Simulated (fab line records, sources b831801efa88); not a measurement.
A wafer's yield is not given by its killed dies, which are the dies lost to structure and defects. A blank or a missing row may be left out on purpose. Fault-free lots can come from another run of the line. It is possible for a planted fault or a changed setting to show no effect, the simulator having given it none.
fab line records ; flow sky130 ; part 2 of 2: steps 28 to 38 of 38
record lots=5; wafers=15; last-day=50
route steps=708 shown METAL3@563 VIA3@573 METAL4@598
lots that met no fault: taken from a fault-free run of the same line
start-h: hours from the record's opening day to when the first of the lot's shown wafers began ; wait-h: how many hours have passed since the lot's step before this one ; " repeats the value in the row above ; L1.1+2: one row covering several wafers at once ; - value missing, or start not given ; * or withheld: withheld ; < > ~ a bound
route shown NAME@n: names a module that has steps shown in the file, with the first one's number in the route ; usual: the fault-free wafers' mean and standard deviation ; same: alike in all rows ; chamber/n: place in a boat ; sites: each site's reading ; _std_site: standard deviation of those values ; _edge_site: inner sites' mean taken away from outer sites' mean ; radius-mm: how far each site lies from the wafer's centre ; mask NAME#n: copy n ; behind: the most recent tool/chamber to have shaped the wafer ; hold: why the lot was held/for how many hours/how that ended ; device: the n, p or np transistor that did not switch ; end of line: the tests these same wafers got at the end of their route ; a step without rows: its recipe alone ; killed: dies lost to structure and defects at the first sort, not the wafer's yield ; map: dies across one wafer; x = killed, . = not, _ = none there
set.NAME: setting as actually run; set.NAME@STEP: the setting as run at that earlier step ; model.NAME: the simulator's own value behind a step, which no gauge read
a table for each step, a row for each wafer; lots at some steps of the route
services: from which hour (start-h, from the record's first day; less than 0 if before it) a tool's chamber was out of use, for how many hours, and why
## steps
# step SKY_VIA3_STRIP_17
# recipe chemistry=post-etch-residue-remover; time-s=1200; temp-c=72.5
lot.wafer;tool;chamber;start-h;wait-h
L079.1+3+5;wet-bench-02;2;982.30;0.1
L078.1+2+3;wet-bench-02;1;985.03;0.1
L092.2+4+5;wet-bench-02;0;1049.09;0.1
L093.2+5+6;wet-bench-02;0;1053.38;0.1
L097.4+5+6;wet-bench-02;2;1077.79;0.0
# step SKY_VIA3_CLEAN_18
# recipe chemistry=IPA; time-s=180; temp-c=25
lot.wafer;tool;chamber;start-h;wait-h
L079.1+3+5;wet-bench-03;0;982.68;0.0
L078.1+2+3;wet-bench-03;3;985.40;0.0
L092.2+4+5;wet-bench-02;2;1049.43;0.0
L093.2+5+6;wet-bench-01;3;1053.72;0.0
L097.4+5+6;wet-bench-02;3;1078.13;0.0
# step SKY_VIA3_CLEAN_19
# recipe chemistry=O3/DIW; dry=n2-spin
lot.wafer;tool;chamber;start-h;wait-h
L079.1+3+5;wet-bench-01;2;982.73;0.0
L078.1+2+3;wet-bench-01;2;985.46;0.0
L092.2+4+5;wet-bench-01;0;1049.50;0.0
L093.2+5+6;wet-bench-03;2;1053.78;0.0
L097.4+5+6;wet-bench-03;3;1078.19;0.0
# step SKY_VIA3_SPUTTER_20
# recipe material=TiN; target-thk-nm=20; chamber-pressure-pa=5; power-w=4000; time-s=80
# usual throttle-valve-pct=29.9/1.1
lot.wafer;tool;chamber;start-h;wait-h;throttle-valve-pct
L079.1;pvd-sputter-02;-;982.83;0.0;29.6
L079.3;pvd-sputter-02;-;982.83;0.0;29.8
L079.5;pvd-sputter-02;-;982.83;0.0;32.1
L078.1;pvd-sputter-03;-;985.55;0.0;29.0
L078.2;pvd-sputter-03;-;985.55;0.0;30.1
L078.3;pvd-sputter-03;-;985.55;0.0;29.6
L092.2;pvd-sputter-02;-;1049.59;0.0;29.9
L092.4;pvd-sputter-02;-;1049.59;0.0;29.8
L092.5;pvd-sputter-02;-;1049.59;0.0;29.9
L093.2;pvd-sputter-04;-;1053.87;0.0;28.8
L093.5;pvd-sputter-04;-;1053.87;0.0;26.8
L093.6;pvd-sputter-04;-;1053.87;0.0;29.7
L097.4;pvd-sputter-03;-;1078.32;0.0;29.6
L097.5;pvd-sputter-03;-;1078.32;0.0;28.8
L097.6;pvd-sputter-03;-;1078.32;0.0;30.1
# step SKY_VIA3_CVD_21
# recipe material=W; target-thk-nm=390; time-s=117.31; temp-c=400; pressure-torr=40
# usual heater-power-w=873/120
lot.wafer;tool;chamber;start-h;wait-h;heater-power-w
L079.1;cvd-w-02;0;982.89;0.0;768
L079.3;cvd-w-02;0;982.89;0.0;769
L079.5;cvd-w-02;0;982.89;0.0;782
L078.1;cvd-w-02;0;985.61;0.0;782
L078.2;cvd-w-02;1;985.61;0.0;1044
L078.3;cvd-w-02;1;985.61;0.0;1043
L092.2;cvd-w-02;0;1049.65;0.0;775
L092.4;cvd-w-02;1;1049.65;0.0;1054
L092.5;cvd-w-02;0;1049.65;0.0;796
L093.2;cvd-w-01;1;1053.93;0.0;748
L093.5;cvd-w-01;1;1053.93;0.0;748
L093.6;cvd-w-01;0;1053.93;0.0;848
L097.4;cvd-w-02;0;1078.39;0.0;778
L097.5;cvd-w-02;1;1078.39;0.0;1041
L097.6;cvd-w-02;0;1078.39;0.0;765
# step SKY_VIA3_RS_MEAS_22
# recipe thk-meas-gauge=four-point-probe; reads=W_of_VIA3_CVD_21+TiN_of_VIA3_SPUTTER_20
# usual VIA3_W_RS=0.294/0.0032
lot.wafer;tool;chamber;start-h;wait-h;VIA3_W_RS[ohm/sq]
L079.1;film-metro-02;-;983.01;0.1;0.292
L079.3;film-metro-02;-;983.01;0.1;0.295
L079.5;film-metro-02;-;983.01;0.1;0.292
L078.1;film-metro-02;-;985.74;0.1;0.289
L078.2;film-metro-02;-;985.74;0.1;0.295
L078.3;film-metro-02;-;985.74;0.1;0.296
L092.2;film-metro-02;-;1049.79;0.1;0.290
L092.4;film-metro-02;-;1049.79;0.1;0.293
L092.5;film-metro-02;-;1049.79;0.1;0.290
L093.2;film-metro-02;-;1054.07;0.1;0.297
L093.5;film-metro-02;-;1054.07;0.1;0.291
L093.6;film-metro-02;-;1054.07;0.1;0.291
L097.4;film-metro-02;-;1078.53;0.1;0.291
L097.5;film-metro-02;-;1078.53;0.1;0.294
L097.6;film-metro-02;-;1078.53;0.1;0.288
# step SKY_VIA3_THK_MEAS_23
# recipe thk-meas-gauge=xrf; reads=W_of_VIA3_CVD_21
# usual VIA3_W_THK=394/5
lot.wafer;tool;chamber;start-h;wait-h;VIA3_W_THK[nm]
L079.1;film-metro-02;-;983.13;0.1;399
L079.3;film-metro-02;-;983.13;0.1;395
L079.5;film-metro-02;-;983.13;0.1;397
L078.1;film-metro-02;-;985.86;0.1;404
L078.2;film-metro-02;-;985.86;0.1;397
L078.3;film-metro-02;-;985.86;0.1;395
L092.2;film-metro-02;-;1049.90;0.1;398
L092.4;film-metro-02;-;1049.90;0.1;395
L092.5;film-metro-02;-;1049.90;0.1;398
L093.2;film-metro-02;-;1054.18;0.1;389
L093.5;film-metro-02;-;1054.18;0.1;397
L093.6;film-metro-02;-;1054.18;0.1;394
L097.4;film-metro-02;-;1078.62;0.1;396
L097.5;film-metro-02;-;1078.62;0.1;393
L097.6;film-metro-02;-;1078.62;0.1;397
# step SKY_VIA3_CMP_24
# recipe stop-on=SiO2; t-overpolish-s=20; down-force-psi=3.5; platen-rpm=60; target-thk-nm=0; pad-velocity-m-s=0.94248
# usual motor-current-A=10.2/0.99; overpolish-run-s=20.001/0.0085; time-to-endpoint-s=94/3
# same t-overpolish-s=20
lot.wafer;tool;chamber;start-h;wait-h;motor-current-A;overpolish-run-s;time-to-endpoint-s
L079.3;cmp-01;3;983.29;0.1;9.6;20.007;89
L079.1;cmp-01;0;983.29;0.1;11.6;20.011;90
L079.5;cmp-01;1;983.29;0.1;10.2;19.998;92
L078.2;cmp-01;2;985.97;0.1;9.1;20.003;95
L078.1;cmp-01;3;985.97;0.1;10.0;20.004;95
L078.3;cmp-01;0;985.97;0.1;11.9;20.023;91
L092.2;cmp-02;1;1049.95;0.0;9.6;20.008;103
L092.4;cmp-02;3;1049.95;0.0;10.4;20.004;102
L092.5;cmp-02;2;1049.95;0.0;10.4;20.004;102
L093.2;cmp-01;1;1054.33;0.1;9.7;20.001;90
L093.5;cmp-01;3;1054.33;0.1;9.9;20.005;93
L093.6;cmp-01;0;1054.33;0.1;12.1;19.989;93
L097.4;cmp-01;2;1078.65;0.0;8.4;20.011;97
L097.6;cmp-01;2;1078.65;0.0;8.3;20.011;95
L097.5;cmp-01;3;1078.65;0.0;10.3;20.004;94
# step SKY_METAL4_SPUTTER_00
# recipe material=Ti; target-thk-nm=15; power-w=3000; time-s=10; chamber-pressure-pa=0.4
# usual throttle-valve-pct=29.7/1.1
lot.wafer;tool;chamber;start-h;wait-h;throttle-valve-pct
L079.1;pvd-sputter-04;-;983.49;0.1;29.2
L079.3;pvd-sputter-04;-;983.49;0.1;29.4
L079.5;pvd-sputter-04;-;983.49;0.1;29.2
L078.1;pvd-sputter-02;-;986.22;0.1;29.4
L078.2;pvd-sputter-02;-;986.22;0.1;29.8
L078.3;pvd-sputter-02;-;986.22;0.1;31.7
L092.2;pvd-sputter-01;-;1050.25;0.2;30.3
L092.4;pvd-sputter-01;-;1050.25;0.2;30.4
L092.5;pvd-sputter-01;-;1050.25;0.2;30.4
L093.2;pvd-sputter-01;-;1054.53;0.1;30.4
L093.5;pvd-sputter-01;-;1054.53;0.1;30.1
L093.6;pvd-sputter-01;-;1054.53;0.1;29.4
L097.4;pvd-sputter-02;-;1078.95;0.2;32.1
L097.5;pvd-sputter-02;-;1078.95;0.2;30.0
L097.6;pvd-sputter-02;-;1078.95;0.2;30.0
# step SKY_METAL4_SPUTTER_01
# recipe material=TiN; target-thk-nm=20; power-w=6500; time-s=16.7; chamber-pressure-pa=0.4
# usual throttle-valve-pct=29.7/1.1
lot.wafer;tool;chamber;start-h;wait-h;throttle-valve-pct
L079.1;pvd-sputter-04;-;983.51;0.0;29.0
L079.3;pvd-sputter-04;-;983.51;0.0;30.0
L079.5;pvd-sputter-04;-;983.51;0.0;29.5
L078.1;pvd-sputter-02;-;986.24;0.0;30.1
L078.2;pvd-sputter-02;-;986.24;0.0;29.8
L078.3;pvd-sputter-02;-;986.24;0.0;31.9
L092.2;pvd-sputter-01;-;1050.27;0.0;30.4
L092.4;pvd-sputter-01;-;1050.27;0.0;30.6
L092.5;pvd-sputter-01;-;1050.27;0.0;30.4
L093.2;pvd-sputter-01;-;1054.56;0.0;30.0
L093.5;pvd-sputter-01;-;1054.56;0.0;30.5
L093.6;pvd-sputter-01;-;1054.56;0.0;29.1
L097.4;pvd-sputter-02;-;1078.98;0.0;31.6
L097.5;pvd-sputter-02;-;1078.98;0.0;30.0
L097.6;pvd-sputter-02;-;1078.98;0.0;30.1
# step SKY_METAL4_SPUTTER_02
# recipe material=AlCu; target-thk-nm=735; power-w=10600; time-s=39.1; chamber-pressure-pa=0.3804
# usual throttle-valve-pct=29.7/1.1
lot.wafer;tool;chamber;start-h;wait-h;throttle-valve-pct
L079.1;pvd-sputter-04;-;983.54;0.0;29.0
L079.3;pvd-sputter-04;-;983.54;0.0;29.5
L079.5;pvd-sputter-04;-;983.54;0.0;29.4
L078.1;pvd-sputter-02;-;986.26;0.0;29.8
L078.2;pvd-sputter-02;-;986.26;0.0;29.9
L078.3;pvd-sputter-02;-;986.26;0.0;31.8
L092.2;pvd-sputter-01;-;1050.30;0.0;30.4
L092.4;pvd-sputter-01;-;1050.30;0.0;30.3
L092.5;pvd-sputter-01;-;1050.30;0.0;30.5
L093.2;pvd-sputter-01;-;1054.58;0.0;30.2
L093.5;pvd-sputter-01;-;1054.58;0.0;30.2
L093.6;pvd-sputter-01;-;1054.58;0.0;29.7
L097.4;pvd-sputter-02;-;1079.00;0.0;31.9
L097.5;pvd-sputter-02;-;1079.00;0.0;29.8
L097.6;pvd-sputter-02;-;1079.00;0.0;30.2
## services
tool;chamber;start-h;hours;kind
rie-diel-01;1;944.63;5.4;repair
cmp-02;-;944.85;2.2;repair
krf-scanner-02;-;948.06;0.3;repair
hdpcvd-01;-;950.25;15.0;pm
cmp-01;-;956.91;4.2;pm
krf-scanner-02;-;959.99;0.8;pm
cmp-01;-;965.56;3.6;repair
wet-bench-03;-;970.74;0.9;repair
rie-metal-04;1;986.03;9.3;repair
plasma-asher-01;-;986.18;2.8;pm
rie-diel-03;0;997.67;10.1;repair
krf-scanner-02;-;1004.42;1.0;pm
krf-scanner-02;-;1006.17;1.3;pm
rie-diel-04;2;1010.83;4.7;repair
krf-scanner-02;-;1013.67;4.0;pm
cmp-02;-;1019.46;16.0;pm
cmp-02;-;1035.44;6.1;pm
cmp-02;-;1057.79;0.3;repair
pvd-sputter-02;-;1060.02;3.7;repair
krf-scanner-02;-;1069.16;0.9;repair
pvd-sputter-01;-;1074.98;2.1;repair
pvd-sputter-04;-;1075.36;3.0;repair
hdpcvd-01;1;1077.72;4.6;repair
krf-scanner-02;-;1077.77;0.8;pm
